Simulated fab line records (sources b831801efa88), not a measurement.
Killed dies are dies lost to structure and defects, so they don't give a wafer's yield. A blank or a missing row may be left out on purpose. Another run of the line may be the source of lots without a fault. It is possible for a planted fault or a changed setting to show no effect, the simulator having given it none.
One fault seen from 2 desks	flow gf180mcu	each desk has only its own numbers; what lay behind them comes last

## FOR THE TOOL OWNER'S DESK: cvd w-02
The tool's own readings at GF_V2_CVD_23 (deposits W, target thk 350 nm, time 104.94 s): means of the sampled wafers that have a number, for each lot that ran on this tool. Any lot whose mean is over 4 standard deviations away from the usual mean is out of limits and marked OUT; that distance is given in the brackets.
Columns: A = chamber pressure Torr at GF_V2_CVD_23, usual 40.02 Torr; B = heater power w at GF_V2_CVD_23, usual 900 W; C = susceptor temp C at GF_V2_CVD_23, usual 400.02 C
lot	first seen here	A	B	C
L517	day 20 19:09	40.11	873	400.17
L520	day 22 00:10	39.92	993	399.94
L522	day 22 17:35	40.05	904	400.11
L523	day 23 05:29	40.03	947	400.05
L530	day 25 17:01	40.05	870	390.63 (-43) OUT
L532	day 26 04:36	40.05	869	390.70 (-42) OUT
This desk finds L530, L532 out of limits, L530 being first, at day 25 17:01 (susceptor temp C at GF_V2_CVD_23). In limits: L517, L520, L522, L523.

## METROLOGY DESK
What the gauges read for every lot (on any tool): the sampled wafers with a number, averaged. Any lot whose mean is over 4 standard deviations away from the usual mean is out of limits and marked OUT; that distance is given in the brackets.
Columns: A = cd nm at GF_M2_CD_MEAS_14, usual 280.2 nm; B = M2_OVL at GF_M2_OVL_MEAS_15, usual 5 nm; C = V2_W_RS at GF_V2_RS_MEAS_24, usual 0.326 ohm/sq; D = V2_W_THK at GF_V2_THK_MEAS_25, usual 348 nm
lot	first seen here	A	B	C	D
L517	day 19 16:19	279.9	14	0.321	353
L519	day 20 10:46	280.6	-3	0.330	344
L520	day 20 21:52	280.3	13	0.322	358
L522	day 21 15:05	281.3	4	0.325	355
L523	day 22 03:14	280.5	10	0.322	350
L530	day 24 16:46	279.7	-3	0.392 (+14) OUT	290 (-9.8) OUT
L531	day 24 21:11	279.5	7	0.330	349
L532	day 25 05:49	280.7	5	0.387 (+13) OUT	298 (-8.5) OUT
L535	day 26 03:30	279.8	2	0.331	344
L537	day 26 15:05	278.2	12	0.328	342
L539	day 27 10:56	281.0	11	0.328	344
This desk's finding: out of limits on L530, L532; first on L530, day 25 17:08 (V2_W_RS at GF_V2_RS_MEAS_24). In limits: L517, L519, L520, L522, L523, L531, L535, L537, L539.

## PUT TOGETHER
At day 25 17:01, on L530, L532, the tool owner's desk was in a position to raise an alarm.
At day 25 17:08 the metrology desk could have sounded an alarm, on L530, L532.
The lots listed all ran GF_V2_CVD_23 on cvd w-02.

## WHAT THE SIMULATOR HAD INSERTED
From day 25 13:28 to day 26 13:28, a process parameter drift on cvd w-02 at GF_V2_CVD_23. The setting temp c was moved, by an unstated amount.
Lots struck among those shown: L530, L532.
Counting hours from when the fault started, the first reading out of limits came at 4 for the tool owner's desk and at 4 for the metrology desk.
